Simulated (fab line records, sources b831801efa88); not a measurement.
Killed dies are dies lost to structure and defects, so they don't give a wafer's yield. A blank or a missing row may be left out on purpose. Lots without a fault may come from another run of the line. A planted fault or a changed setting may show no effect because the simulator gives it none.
fab line records | flow sky130
record lots=12 wafers=36 last_day=50
route steps=708 shown LDD_HVN@274 LDD_LDN@300 SD_P@327 PAD_OPEN@708
lots that met no fault: from a run of the same line without faults
start_h: hours from the record's first day to the start of the lot's first wafer shown | wait_h: hours since the lot's step before | " the same as in the row above | L1.1+2: a row that stands for several wafers | - no value, or no start given | * or withheld: withheld | < > ~ a bound
route shown NAME@n: a module of which the file shows steps, and the number in the route of the first | usual: mean/standard deviation of fault-free wafers | same: alike in all rows | chamber/n: place in a boat | sites: the reading at each site | _std_site: their standard deviation | _edge_site: outer sites' mean less inner sites' | radius_mm: how far each site lies from the wafer's centre | mask NAME#n: copy n | behind: the tool/chamber that last shaped the wafer | hold: why the lot was held/for how many hours/how that ended | device: the transistor (n, p or np) that didn't switch | end of line: the same wafers' tests at the end of the route | a step without rows: its recipe alone | killed: dies lost to structure and defects at the first sort, not the wafer's yield | map: a wafer's dies, x killed, . not, _ none there
set.NAME: the setting as run; set.NAME@STEP: as run at that earlier step | model.NAME: the simulator's own value behind a step, which no gauge read
steps of the route over a sample of lots; a table a step, a row a wafer
services: from which hour (start_h, from the record's first day; less than 0 if before it) a tool's chamber was out of use, for how many hours, and why
## steps
# step SKY_LDD_HVN_OVL_MEAS_07
# usual LDD_HVN_OVL=0.5/1.1
# columns lot.wafer tool chamber start_h wait_h LDD_HVN_OVL[nm]
L810.1 overlay-02 - 455.26 0.1 0.0
L810.2 " - " " 0.5
L810.5 " - " " 1.1
L811.1 overlay-02 - 477.50 0.1 0.6
L811.3 " - " " 0.1
L811.6 " - " " -0.8
L812.1 overlay-02 - 482.06 0.1 0.9
L812.3 " - " " 0.7
L812.4 " - " " 1.1
L817.2 overlay-01 - 533.43 0.1 1.0
L817.3 " - " " -0.9
L817.6 " - " " -0.5
L818.2 overlay-01 - 540.53 0.1 0.8
L818.5 " - " " 1.0
L818.6 " - " " 0.6
L820.1 overlay-02 - 553.35 0.1 -0.6
L820.3 " - " " 0.0
L820.5 " - " " -1.0
L822.1 overlay-01 - 566.78 0.1 -1.0
L822.2 " - " " 0.3
L822.6 " - " " -0.8
L821.1 overlay-01 - 569.05 0.1 -0.5
L821.3 " - " " 1.3
L821.6 " - " " 0.5
L830.2 overlay-01 - 657.36 0.1 -0.1
L830.3 " - " " 0.3
L830.5 " - " " -1.5
L833.2 overlay-02 - 673.13 0.1 -0.8
L833.3 " - " " -0.5
L833.5 " - " " -1.0
L832.1 overlay-02 - 674.80 0.1 2.4
L832.2 " - " " 2.3
L832.6 " - " " 3.3
L831.2 overlay-02 - 675.33 0.1 -0.8
L831.4 " - " " -1.5
L831.6 " - " " 0.2
# step SKY_LDD_LDN_IMPLANT_11
# recipe species=As energy_kev=15 dose_cm2=1.25e+13 tilt_deg=withheld rotation_deg=293
# usual beam_energy_keV=15.000/0.0042 beam_on_s=9.98/0.21 end_station_pressure_torr=5.05e-06/2.7e-07 faraday_current_uA=70.6/1.4 rotation_deg=293.01/0.058
# columns lot.wafer tool chamber start_h wait_h beam_energy_keV beam_on_s end_station_pressure_torr faraday_current_uA rotation_deg
L810.1 implanter-02 0 517.54 0.1 15.003 10.23 5.1e-06 68.5 293.04
L810.2 " 0 " " 15.003 10.01 5.16e-06 70.4 293.15
L810.5 " 0 " " 14.998 10.26 4.89e-06 68.8 292.95
L811.1 implanter-04 0 539.31 0.1 15.001 10.11 5.45e-06 70.0 293.01
L811.3 " 0 " " 14.995 10.05 5.15e-06 70.6 293.02
L811.6 " 0 " " 15.000 10.34 4.75e-06 68.4 293.08
L812.1 implanter-02 0 544.24 0.1 14.996 10.17 4.65e-06 69.2 293.11
L812.3 " 0 " " 15.000 9.80 4.97e-06 72.0 292.77
L812.4 " 0 " " 14.996 9.78 5.07e-06 71.7 292.93
L817.2 implanter-03 0 593.81 0.1 14.990 9.87 5.03e-06 71.4 292.96
L817.3 " 0 " " 14.994 10.15 5.25e-06 69.6 293.01
L817.6 " 0 " " 15.004 9.88 5e-06 71.4 292.97
L818.2 implanter-02 0 601.17 0.1 15.009 10.09 4.99e-06 70.1 293.05
L818.5 " 0 " " 15.000 10.13 4.43e-06 69.7 292.98
L818.6 " 0 " " 15.001 9.97 5.64e-06 70.9 293.05
L820.1 implanter-04 0 612.49 0.1 14.996 10.21 4.78e-06 69.0 292.98
L820.3 " 0 " " 14.995 10.21 4.65e-06 69.3 293.01
L820.5 " 0 " " 14.996 9.86 4.71e-06 71.3 292.96
L822.1 implanter-03 0 626.89 0.1 15.001 9.88 5.17e-06 71.4 293.02
L822.2 " 0 " " 15.009 9.50 4.66e-06 74.0 293.08
L822.6 " 0 " " 15.008 9.92 5.2e-06 71.4 293.06
L821.1 implanter-04 0 628.49 0.1 15.002 9.78 5.32e-06 72.0 292.97
L821.3 " 0 " " 14.996 9.59 5.54e-06 73.5 293.02
L821.6 " 0 " " 14.994 9.90 4.9e-06 71.0 293.01
L830.2 implanter-03 0 713.77 0.1 15.002 10.39 5.11e-06 68.3 293.02
L830.3 " 0 " " 15.001 9.41 5.02e-06 74.5 293.03
L830.5 " 0 " " 15.002 9.99 5.21e-06 70.6 293.04
L833.2 implanter-04 0 729.52 0.1 14.997 9.80 5e-06 72.0 293.05
L833.3 " 0 " " 14.998 10.35 5.36e-06 67.9 292.94
L833.5 " 0 " " 15.002 10.08 4.71e-06 70.2 293.01
L832.1 implanter-03 0 731.49 0.1 14.334 9.96 4.77e-06 70.8 293.14
L832.2 " 0 " " 14.333 9.90 4.25e-06 71.1 292.97
L832.6 " 0 " " 14.337 9.98 5.27e-06 70.7 292.98
L831.2 implanter-03 0 732.47 0.1 14.330 10.04 4.89e-06 70.4 292.99
L831.4 " 0 " " 14.333 9.89 5.57e-06 71.0 293.05
L831.6 " 0 " " 14.322 9.94 5.07e-06 70.9 293.05
# step SKY_LDD_LDN_STRIP_12
# recipe chemistry=O2/N2 power_w=1400 pressure_mtorr=1500 platen_temp_c=withheld o2_flow_sccm=3000 n2_flow_sccm=300 overash_fraction=0.5
# usual drypump_motor_current_A=5.75/0.25 o2_flow_sccm=3000/8.2 oes_product_au=0.716/0.0046 strip_time_to_endpoint_s=14.17/0.04
# columns lot.wafer tool chamber start_h wait_h drypump_motor_current_A o2_flow_sccm oes_product_au rf_hours_counter_h strip_time_to_endpoint_s
L810.1 plasma_asher-01 1 517.69 0.1 5.30 3001 0.708 41 14.13
L810.2 " 0 " " 5.78 2998 0.710 41 14.11
L810.5 " 0 " " 5.78 3000 0.720 - 14.13
L811.1 plasma_asher-01 1 539.46 0.1 5.29 2995 0.721 43 14.11
L811.3 " 0 " " 5.79 2995 0.713 - 14.13
L811.6 " 0 " " 5.78 3006 0.718 - 14.13
L812.1 plasma_asher-04 1 544.39 0.1 5.98 3011 0.719 83 14.15
L812.3 " 0 " " 5.53 3000 0.718 - 14.14
L812.4 " 1 " " 5.97 2992 0.707 - 14.19
L817.2 plasma_asher-03 0 593.94 0.1 6.04 2999 0.721 17 14.23
L817.3 " 0 " " 6.04 3021 0.719 - 14.19
L817.6 " 1 " " 5.71 2984 0.711 - 14.21
L818.2 plasma_asher-04 1 601.29 0.1 5.98 2982 0.721 89 14.18
L818.5 " 0 " " 5.54 2997 0.708 - 14.19
L818.6 " 1 " " 5.95 2992 0.720 - 14.19
L820.1 plasma_asher-04 1 612.64 0.1 5.96 2998 0.720 90 14.13
L820.3 " 1 " " 5.95 2986 0.707 - 14.16
L820.5 " 1 " " 5.97 3008 0.714 - 14.14
L822.1 plasma_asher-03 0 627.04 0.1 6.06 3009 0.714 20 14.17
L822.2 " 1 " " 5.68 3006 0.723 20 14.18
L822.6 " 1 " " 5.67 2993 0.718 - 14.18
L821.1 plasma_asher-04 1 628.64 0.1 5.96 2991 0.712 92 14.13
L821.3 " 0 " " 5.49 3003 0.715 - 14.14
L821.6 " 0 " " 5.53 3005 0.715 - 14.15
L830.2 plasma_asher-03 0 713.89 0.1 6.07 2994 0.712 30 14.21
L830.3 " 0 " " 6.05 3012 0.716 - 14.21
L830.5 " 1 " " 5.70 3007 0.721 - 14.21
L833.2 plasma_asher-03 1 729.64 0.1 5.67 3006 0.714 31 14.21
L833.3 " 0 " " 6.08 3008 0.719 - 14.21
L833.5 " 1 " " 5.69 2999 0.725 - 14.14
L832.1 plasma_asher-01 0 731.64 0.1 5.77 3022 0.715 63 14.14
L832.2 " 1 " " 5.29 3008 0.722 63 14.12
L832.6 " 1 " " 5.32 3001 0.714 - 14.19
L831.2 plasma_asher-03 1 732.59 0.1 5.74 2993 0.718 32 14.21
L831.4 " 0 " " 6.06 2998 0.718 - 14.22
L831.6 " 0 " " 6.07 3002 0.718 - 14.23
# step SKY_SD_P_CD_MEAS_07
# recipe target_cd_nm=380
# usual cd_nm=380.6/2.3
# columns lot.wafer tool chamber start_h wait_h cd_nm
L810.1 cd_sem-02 - 579.95 0.1 380.6
L810.2 " - " " 380.6
L810.5 " - " " 377.0
L811.1 cd_sem-01 - 601.35 0.1 378.5
L811.3 " - " " 380.8
L811.6 " - " " 382.0
L812.1 cd_sem-02 - 605.23 0.1 381.9
L812.3 " - " " 380.3
L812.4 " - " " 382.6
L817.2 cd_sem-02 - 653.22 0.1 379.6
L817.3 " - " " 382.4
L817.6 " - " " 380.2
L818.2 cd_sem-01 - 660.92 0.1 382.5
L818.5 " - " " 379.7
L818.6 " - " " 382.5
L820.1 cd_sem-01 - 671.95 0.1 381.7
L820.3 " - " " 380.9
L820.5 " - " " 383.2
L822.1 cd_sem-02 - 684.61 0.1 382.2
L822.2 " - " " 382.3
L822.6 " - " " 382.7
L821.1 cd_sem-02 - 688.26 0.1 381.9
L821.3 " - " " 379.3
L821.6 " - " " 377.7
L830.2 cd_sem-01 - 770.83 0.1 381.6
L830.3 " - " " 379.0
L830.5 " - " " 379.5
L833.2 cd_sem-02 - 785.33 0.1 379.3
L833.3 " - " " 380.1
L833.5 " - " " 380.9
L832.1 cd_sem-02 - 788.51 0.1 382.1
L832.2 " - " " 380.0
L832.6 " - " " 382.2
L831.2 cd_sem-01 - 789.93 0.1 377.2
L831.4 " - " " 377.1
L831.6 " - " " 375.9
# step SKY_PAD_OPEN_PROBE_99
# usual killed_at_M0_to_M3=42/6.6 killed_at_M4_up=3.1/1.9 killed_at_contacts=24/5.6 killed_at_front_end=15/4.8 killed_at_other=0.3/0.48 killed_dies=84/10 killed_open=47/6.8 killed_short=37/6.8
# same gross_dies=492 killed_at_back_side=0
# columns lot.wafer tool chamber start_h wait_h killed_at_M0_to_M3 killed_at_M4_up killed_at_contacts killed_at_front_end killed_at_other killed_dies killed_open killed_short
L810.1 prober-01 - 1071.87 0.1 43 4 30 18 1 96 58 37
L810.2 prober-01 - 1071.92 0.1 26 2 21 9 0 58 38 20
L810.5 prober-01 - 1072.07 0.2 45 6 25 23 1 100 60 40
L820.1 prober-01 - 1137.80 0.1 49 3 20 10 0 82 52 30
L820.3 prober-01 - 1137.90 0.2 37 3 31 12 0 83 43 40
L820.5 prober-01 - 1138.00 0.2 31 8 19 15 0 73 44 29
L822.1 prober-01 - 1145.18 0.1 39 4 17 13 0 73 36 37
L822.2 prober-01 - 1145.23 0.1 42 1 22 20 0 85 50 35
L822.6 prober-01 - 1145.43 0.2 45 4 21 18 0 88 54 34
L821.1 prober-01 - 1145.48 0.1 29 2 23 12 1 67 34 33
L821.3 prober-01 - 1145.58 0.2 47 6 22 13 0 88 47 41
L821.6 prober-01 - 1145.73 0.3 49 0 23 16 0 88 55 33
# killed by level:class
L810.1 CONTACT:geometric_particle:open=11 POLY_GATE:geometric_particle:open=9 LOCAL_INTERCONNECT:geometric_particle:short=9 VIA1:geometric_particle:open=9 VIA2:geometric_particle:open=8 METAL2:geometric_particle:short=7 LI_CONTACT:geometric_particle:open=7 METAL1:geometric_particle:short=4
L810.2 CONTACT:geometric_particle:open=11 VIA1:geometric_particle:open=6 VIA2:geometric_particle:open=5 VIA3:geometric_particle:open=5 LI_CONTACT:geometric_particle:open=4 LOCAL_INTERCONNECT:geometric_particle:short=4 POLY_GATE:geometric_particle:open=3 METAL2:geometric_particle:short=3
L810.5 VIA1:geometric_particle:open=12 CONTACT:geometric_particle:open=10 VIA2:geometric_particle:open=10 POLY_GATE:geometric_particle:open=8 FIELD_ISO:geometric_particle:short=6 LI_CONTACT:geometric_particle:open=6 VIA2:geometric_particle:short=5 POLY_GATE:geometric_particle:short=4
L820.1 VIA1:geometric_particle:open=12 VIA3:geometric_particle:open=10 CONTACT:geometric_particle:open=9 METAL2:geometric_particle:short=8 LI_CONTACT:geometric_particle:open=5 CONTACT:geometric_particle:short=5 VIA2:geometric_particle:open=5 FIELD_ISO:geometric_particle:open=3
L820.3 CONTACT:geometric_particle:open=12 METAL1:geometric_particle:short=8 CONTACT:geometric_particle:short=8 VIA1:geometric_particle:open=7 LI_CONTACT:geometric_particle:open=5 VIA1:geometric_particle:short=4 VIA2:geometric_particle:open=4 VIA3:geometric_particle:open=4
L820.5 CONTACT:geometric_particle:open=8 VIA1:geometric_particle:open=8 LI_CONTACT:geometric_particle:open=7 METAL1:geometric_particle:short=6 VIA3:geometric_particle:open=6 FIELD_ISO:geometric_particle:short=5 METAL4:geometric_particle:short=5 FIELD_ISO:geometric_particle:open=4
L822.1 VIA1:geometric_particle:open=10 CONTACT:geometric_particle:open=6 VIA1:geometric_particle:short=6 FIELD_ISO:geometric_particle:short=5 METAL2:geometric_particle:short=5 VIA2:geometric_particle:open=5 VIA3:geometric_particle:open=5 LI_CONTACT:geometric_particle:open=4
L822.2 CONTACT:geometric_particle:open=9 VIA1:geometric_particle:open=9 VIA3:geometric_particle:open=7 LI_CONTACT:geometric_particle:open=6 METAL2:geometric_particle:short=6 FIELD_ISO:geometric_particle:open=5 POLY_GATE:geometric_particle:short=5 VIA1:geometric_particle:short=4
L822.6 VIA1:geometric_particle:open=17 FIELD_ISO:geometric_particle:open=7 VIA2:geometric_particle:open=6 CONTACT:geometric_particle:open=6 VIA3:geometric_particle:open=6 POLY_GATE:geometric_particle:short=5 LOCAL_INTERCONNECT:geometric_particle:short=5 CONTACT:geometric_particle:short=5
L821.1 VIA1:geometric_particle:open=7 METAL1:geometric_particle:short=7 LI_CONTACT:geometric_particle:open=7 CONTACT:geometric_particle:short=7 CONTACT:geometric_particle:open=7 POLY_GATE:geometric_particle:open=4 METAL2:geometric_particle:short=4 VIA2:geometric_particle:open=3
L821.3 CONTACT:geometric_particle:open=10 VIA3:geometric_particle:open=10 VIA2:geometric_particle:open=8 METAL1:geometric_particle:short=7 VIA1:geometric_particle:open=6 FIELD_ISO:geometric_particle:short=5 LI_CONTACT:geometric_particle:open=5 METAL2:geometric_particle:short=5
L821.6 VIA1:geometric_particle:open=11 VIA2:geometric_particle:open=10 CONTACT:geometric_particle:open=9 POLY_GATE:geometric_particle:short=6 CONTACT:geometric_particle:short=6 LI_CONTACT:geometric_particle:open=5 VIA3:geometric_particle:open=5 VIA1:geometric_particle:short=5
## services
# columns tool chamber start_h hours kind
implanter-03 - 494.96 4.6 repair
plasma_asher-01 - 524.41 2.6 repair
implanter-03 - 561.98 1.6 repair
implanter-02 - 581.53 9.1 pm
implanter-04 - 585.20 5.1 pm
implanter-03 - 613.51 5.3 repair
plasma_asher-01 - 640.54 2.8 pm
implanter-03 - 650.77 2.2 repair
implanter-02 - 697.89 5.1 repair
implanter-03 - 703.08 3.6 pm
plasma_asher-03 - 715.15 0.7 repair
## key
first_sign step=SKY_LDD_LDN_IMPLANT_11 reading=beam_energy_keV direction=down sigmas=99+ usual=* struck=*
effect none on later readings
met_at SKY_LDD_LDN_IMPLANT_11
struck_lots L831,L832
tester_left_out L831,L832
not_acting_at SKY_LDD_HVN_OVL_MEAS_07,SKY_LDD_LDN_STRIP_12,SKY_SD_P_CD_MEAS_07
onset_between 713.77 731.49
fault kind=process_parameter_drift tool=implanter-03 chamber=- onset_h=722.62 steps=SKY_LDD_LDN_IMPLANT_11 channel=energy_kev offset=* shape=step end_h=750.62 acts_in=* stated=*
# tester_left_out: of these lots the tester's yield and bins aren't shown, on N5 and GAA mostly nor the transistor test; their killed dies are dies lost to structure and defects alone, not to doping, threshold or leakage, so they don't give the yield
